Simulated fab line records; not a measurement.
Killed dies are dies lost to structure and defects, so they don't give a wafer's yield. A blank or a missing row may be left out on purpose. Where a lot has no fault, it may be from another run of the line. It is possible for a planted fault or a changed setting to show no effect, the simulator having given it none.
fab line records ; flow sky130
record: lots: 12; wafers: 36; lastDay: 51
route steps=708 shown METAL3@534 VIA3@586 METAL4@598 CAP2M@603
lots with no fault: from the same line, run without faults
startH: the number of hours between the record's first day and the start of the first shown wafer of the lot ; waitH: hours since the lot's step before ; " same as the row above ; L1.1+2: one row covering several wafers at once ; - either no value or no given start ; * or withheld: withheld ; < > ~ a bound
route shown NAME@n: NAME is a module with steps in the file, n the number in the route of the first one ; usual: the fault-free wafers' mean and standard deviation ; same: alike in all rows ; chamber/n: place in a boat ; sites: the reading at each site ; _std_site: the standard deviation of these ; _edge_site: the outer-site mean with the inner-site mean subtracted ; radiusMm: for every site, how far away it sits from the centre of the wafer ; mask NAME#n: copy n ; behind: tool/chamber where the wafer was last shaped ; hold: what put the lot on hold/how long, in hours/how the hold closed ; device: the n, p or np transistor that did not switch ; end of line: at the end of the route, the tests of the same wafers ; a step with no rows: only its recipe ; killed: not the wafer's yield, but the dies lost to structure and defects at the first sort ; map: shows each die of a wafer: x if killed, . if not, _ if none is there
set.NAME: setting as actually run; set.NAME@STEP: the setting as run at that earlier step ; model.NAME: the simulator's own value behind a step, which no gauge read
steps of the route over a sample of lots; a table a step, a row a wafer
services: from which hour (startH, from the record's first day; less than 0 if before it) a tool's chamber was out of use, for how many hours, and why
== steps ==
step: SKY_METAL3_SPUTTER_02
recipe: material: AlCu; targetThkNm: 735; powerW: 10600; timeS: 39.1; chamberPressurePa: 0.4
usual: chamberPressurePa: 0.4000/0.0008; throttleValvePct: 29.9/1
lot.wafer;tool;chamber;startH;waitH;chamberPressurePa;throttleValvePct
L842.1;pvdSputter-01;-;873.93;0.0;0.3997;31.1
L842.2;pvdSputter-01;-;873.93;0.0;0.4008;29.2
L842.4;pvdSputter-01;-;873.93;0.0;0.3990;30.8
L843.2;pvdSputter-03;-;877.21;0.0;0.3988;30.9
L843.5;pvdSputter-03;-;877.21;0.0;0.3993;29.0
L843.6;pvdSputter-03;-;877.21;0.0;0.3993;27.4
L848.1;pvdSputter-02;-;880.35;0.0;0.4012;30.0
L848.3;pvdSputter-02;-;880.35;0.0;0.4007;29.0
L848.6;pvdSputter-02;-;880.35;0.0;0.4009;30.2
L851.4;pvdSputter-01;-;913.05;0.0;0.3996;30.8
L851.5;pvdSputter-01;-;913.05;0.0;0.3997;30.4
L851.6;pvdSputter-01;-;913.05;0.0;0.3997;29.0
L856.1;pvdSputter-03;-;1018.20;0.0;0.4020;28.7
L856.4;pvdSputter-03;-;1018.20;0.0;0.4010;30.8
L856.5;pvdSputter-03;-;1018.20;0.0;0.4005;28.8
L854.2;pvdSputter-03;-;1019.80;0.0;0.3987;29.7
L854.5;pvdSputter-03;-;1019.80;0.0;0.3996;30.6
L854.6;pvdSputter-03;-;1019.80;0.0;0.4000;28.6
L860.1;pvdSputter-02;-;1020.99;0.0;0.3997;31.2
L860.2;pvdSputter-02;-;1020.99;0.0;0.4012;29.1
L860.6;pvdSputter-02;-;1020.99;0.0;0.4001;31.3
L855.3;pvdSputter-01;-;1021.15;0.0;0.4009;31.3
L855.4;pvdSputter-01;-;1021.15;0.0;0.4001;29.6
L855.6;pvdSputter-01;-;1021.15;0.0;0.4010;29.8
L852.2;pvdSputter-03;-;1021.91;0.0;0.4003;30.8
L852.4;pvdSputter-03;-;1021.91;0.0;0.4005;30.0
L852.6;pvdSputter-03;-;1021.91;0.0;0.3995;30.1
L857.1;pvdSputter-01;-;1025.20;0.0;0.3987;29.0
L857.5;pvdSputter-01;-;1025.20;0.0;0.4012;31.1
L857.6;pvdSputter-01;-;1025.20;0.0;0.4002;29.6
L864.1;pvdSputter-01;-;1027.37;0.0;0.3992;29.7
L864.2;pvdSputter-01;-;1027.37;0.0;0.4003;28.7
L864.6;pvdSputter-01;-;1027.37;0.0;0.3995;29.7
L859.3;pvdSputter-01;-;1029.20;0.0;0.4001;30.8
L859.4;pvdSputter-01;-;1029.20;0.0;0.4008;28.9
L859.5;pvdSputter-01;-;1029.20;0.0;0.4004;29.1
step: SKY_VIA3_OVL_MEAS_13
usual: VIA3_OVL: 0/5
lot.wafer;tool;chamber;startH;waitH;VIA3_OVL[nm]
L842.1;overlay-02;-;949.50;0.1;-1
L842.2;overlay-02;-;949.50;0.1;-8
L842.4;overlay-02;-;949.50;0.1;-10
L843.2;overlay-02;-;953.76;0.1;-6
L843.5;overlay-02;-;953.76;0.1;-3
L843.6;overlay-02;-;953.76;0.1;-4
L848.1;overlay-02;-;954.85;0.1;1
L848.3;overlay-02;-;954.85;0.1;2
L848.6;overlay-02;-;954.85;0.1;14
L851.4;overlay-02;-;986.92;0.1;-7
L851.5;overlay-02;-;986.92;0.1;-7
L851.6;overlay-02;-;986.92;0.1;-9
L856.1;overlay-01;-;1088.26;0.1;4
L856.4;overlay-01;-;1088.26;0.1;-3
L856.5;overlay-01;-;1088.26;0.1;-1
L854.2;overlay-02;-;1088.66;0.1;-4
L854.5;overlay-02;-;1088.66;0.1;1
L854.6;overlay-02;-;1088.66;0.1;-6
L855.3;overlay-01;-;1088.91;0.1;4
L855.4;overlay-01;-;1088.91;0.1;2
L855.6;overlay-01;-;1088.91;0.1;2
L860.1;overlay-01;-;1089.65;0.1;2
L860.2;overlay-01;-;1089.65;0.1;-2
L860.6;overlay-01;-;1089.65;0.1;-2
L852.2;overlay-02;-;1090.86;0.1;3
L852.4;overlay-02;-;1090.86;0.1;-4
L852.6;overlay-02;-;1090.86;0.1;1
L857.1;overlay-02;-;1097.06;0.1;8
L857.5;overlay-02;-;1097.06;0.1;-7
L857.6;overlay-02;-;1097.06;0.1;6
L864.1;overlay-01;-;1100.30;0.1;3
L864.2;overlay-01;-;1100.30;0.1;7
L864.6;overlay-01;-;1100.30;0.1;-3
L859.3;overlay-01;-;1101.92;0.1;0
L859.4;overlay-01;-;1101.92;0.1;-2
L859.5;overlay-01;-;1101.92;0.1;-1
step: SKY_METAL4_SPUTTER_00
recipe: material: Ti; targetThkNm: 15; powerW: 3000; timeS: 10; chamberPressurePa: 0.4
usual: chamberPressurePa: 0.4000/0.00087; throttleValvePct: 29.9/1.1
lot.wafer;tool;chamber;startH;waitH;chamberPressurePa;throttleValvePct
L842.1;pvdSputter-03;-;950.90;0.2;0.4000;30.8
L842.2;pvdSputter-03;-;950.90;0.2;0.4002;29.9
L842.4;pvdSputter-03;-;950.90;0.2;0.4015;27.6
L843.2;pvdSputter-01;-;955.16;0.1;0.4011;30.8
L843.5;pvdSputter-01;-;955.16;0.1;0.4007;30.9
L843.6;pvdSputter-01;-;955.16;0.1;0.4004;29.8
L848.1;pvdSputter-04;-;956.25;0.2;0.3996;30.1
L848.3;pvdSputter-04;-;956.25;0.2;0.3997;29.8
L848.6;pvdSputter-04;-;956.25;0.2;0.3997;30.0
L851.4;pvdSputter-01;-;988.29;0.1;0.4009;28.9
L851.5;pvdSputter-01;-;988.29;0.1;0.3991;29.5
L851.6;pvdSputter-01;-;988.29;0.1;0.4000;31.2
L856.1;pvdSputter-01;-;1089.66;0.1;0.3995;29.6
L856.4;pvdSputter-01;-;1089.66;0.1;0.3986;31.1
L856.5;pvdSputter-01;-;1089.66;0.1;0.4021;29.0
L854.2;pvdSputter-03;-;1090.17;0.2;0.3985;27.6
L854.5;pvdSputter-03;-;1090.17;0.2;0.3976;27.4
L854.6;pvdSputter-03;-;1090.17;0.2;0.3999;30.1
L855.3;pvdSputter-01;-;1090.33;0.2;0.4000;29.2
L855.4;pvdSputter-01;-;1090.33;0.2;0.4000;29.6
L855.6;pvdSputter-01;-;1090.33;0.2;0.3990;31.0
L860.1;pvdSputter-01;-;1091.05;0.2;0.4001;31.0
L860.2;pvdSputter-01;-;1091.05;0.2;0.4008;29.1
L860.6;pvdSputter-01;-;1091.05;0.2;0.3998;29.8
L852.2;pvdSputter-04;-;1092.38;0.1;0.4005;29.9
L852.4;pvdSputter-04;-;1092.38;0.1;0.4021;29.9
L852.6;pvdSputter-04;-;1092.38;0.1;0.4005;32.2
L857.1;pvdSputter-01;-;1098.45;0.1;0.4000;30.9
L857.5;pvdSputter-01;-;1098.45;0.1;0.4469;28.1
L857.6;pvdSputter-01;-;1098.45;0.1;0.4003;31.1
L864.1;pvdSputter-04;-;1101.75;0.1;0.3998;30.0
L864.2;pvdSputter-04;-;1101.75;0.1;0.3992;29.9
L864.6;pvdSputter-04;-;1101.75;0.1;0.4005;32.3
L859.3;pvdSputter-01;-;1103.55;0.1;0.4459;27.9
L859.4;pvdSputter-01;-;1103.55;0.1;0.3987;31.0
L859.5;pvdSputter-01;-;1103.55;0.1;0.4456;27.7
step: SKY_CAP2M_CVD_00
recipe: material: SiO2; targetThkNm: 15.5; tempC: 400; timeS: withheld; rfW: 450
usual: heaterPowerW: 754/120; rfFwdPowerW: 442.2/2.1
lot.wafer;tool;chamber;startH;waitH;heaterPowerW;rfFwdPowerW
L842.1;pecvd-04;1;951.05;0.0;746;438.3
L842.2;pecvd-04;2;951.05;0.0;897;441.5
L842.4;pecvd-04;0;951.05;0.0;884;441.9
L843.2;pecvd-04;0;955.31;0.0;944;444.6
L843.5;pecvd-04;0;955.31;0.0;928;446.1
L843.6;pecvd-04;1;955.31;0.0;790;438.3
L848.1;pecvd-01;0;956.40;0.0;632;443.0
L848.3;pecvd-01;2;956.40;0.0;841;441.8
L848.6;pecvd-01;0;956.40;0.0;649;442.5
L851.4;pecvd-04;2;988.46;0.0;907;444.8
L851.5;pecvd-04;1;988.46;0.0;666;438.1
L851.6;pecvd-04;0;988.46;0.0;896;442.7
L856.1;pecvd-04;1;1089.81;0.0;763;439.5
L856.4;pecvd-04;1;1089.81;0.0;770;440.0
L856.5;pecvd-04;2;1089.81;0.0;905;441.4
L854.2;pecvd-02;2;1090.32;0.0;652;447.1
L854.5;pecvd-02;2;1090.32;0.0;669;445.7
L854.6;pecvd-02;1;1090.32;0.0;858;440.3
L855.3;pecvd-01;1;1090.48;0.0;520;440.6
L855.4;pecvd-01;2;1090.48;0.0;837;442.0
L855.6;pecvd-01;1;1090.48;0.0;533;441.9
L860.1;pecvd-04;1;1091.21;0.0;785;438.0
L860.2;pecvd-04;2;1091.21;0.0;845;442.1
L860.6;pecvd-04;0;1091.21;0.0;921;443.3
L852.2;pecvd-02;1;1092.54;0.0;842;441.7
L852.4;pecvd-02;2;1092.54;0.0;724;443.1
L852.6;pecvd-02;0;1092.54;0.0;602;445.1
L857.1;pecvd-01;2;1098.61;0.0;841;441.4
L857.5;pecvd-01;0;1098.61;0.0;583;441.8
L857.6;pecvd-01;2;1098.61;0.0;860;442.1
L864.1;pecvd-02;0;1101.90;0.0;618;444.9
L864.2;pecvd-02;1;1101.90;0.0;842;442.6
L864.6;pecvd-02;2;1101.90;0.0;673;448.0
L859.3;pecvd-01;2;1103.71;0.0;787;444.0
L859.4;pecvd-01;0;1103.71;0.0;675;441.9
L859.5;pecvd-01;0;1103.71;0.0;710;442.9
== services ==
tool;chamber;startH;hours;kind
pvdSputter-02;-;854.01;5.1;repair
pecvd-02;2;856.79;3.4;repair
pecvd-04;-;872.07;0.5;repair
pecvd-01;-;879.02;2.8;pm
pecvd-02;0;896.40;23.1;repair
pecvd-01;1;916.64;13.8;repair
pecvd-04;1;926.66;3.8;repair
pecvd-04;-;952.86;2.4;repair
pecvd-04;2;953.47;5.5;scheduledDown
pecvd-04;2;976.01;11.8;repair
pvdSputter-04;-;992.80;5.1;repair
pecvd-04;2;994.88;5.0;scheduledDown
pecvd-04;1;999.88;-;clean
pecvd-04;1;999.88;-;consumableReplace:showerhead
pecvd-04;1;999.88;29.0;scheduledDown
pecvd-04;1;999.88;29.0;ventCycle
pvdSputter-01;-;1009.04;2.4;repair
pecvd-02;2;1031.19;28.7;repair
pecvd-02;-;1060.71;0.5;repair
pecvd-02;-;1081.41;0.2;repair
pecvd-04;0;1093.71;2.1;scheduledDown
pvdSputter-04;-;1095.88;0.7;repair
pvdSputter-02;-;1098.43;5.1;repair
pecvd-01;1;1098.53;5.5;scheduledDown
== key ==
firstSign: step: SKY_METAL4_SPUTTER_00; reading: chamberPressurePa; direction: up; sigmas: 53; usual: 0.4000; struck: 0.4461
effect none on later readings
metAt SKY_METAL4_SPUTTER_00
struckLots L857,L859
struckWafers L857.5,L859.3,L859.5
notActingAt SKY_METAL3_SPUTTER_02,SKY_VIA3_OVL_MEAS_13,SKY_CAP2M_CVD_00
onsetBetween 1091.05 1098.45
fault: kind: processParameterDrift; tool: pvdSputter-01; chamber: -; onsetH: 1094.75; steps: SKY_METAL4_SPUTTER_00; channel: chamberPressurePa; offset: 0.0471; shape: step; endH: 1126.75; actsIn: theseRecipesOnly; stated: 0.4; scope: struckWafersOnly
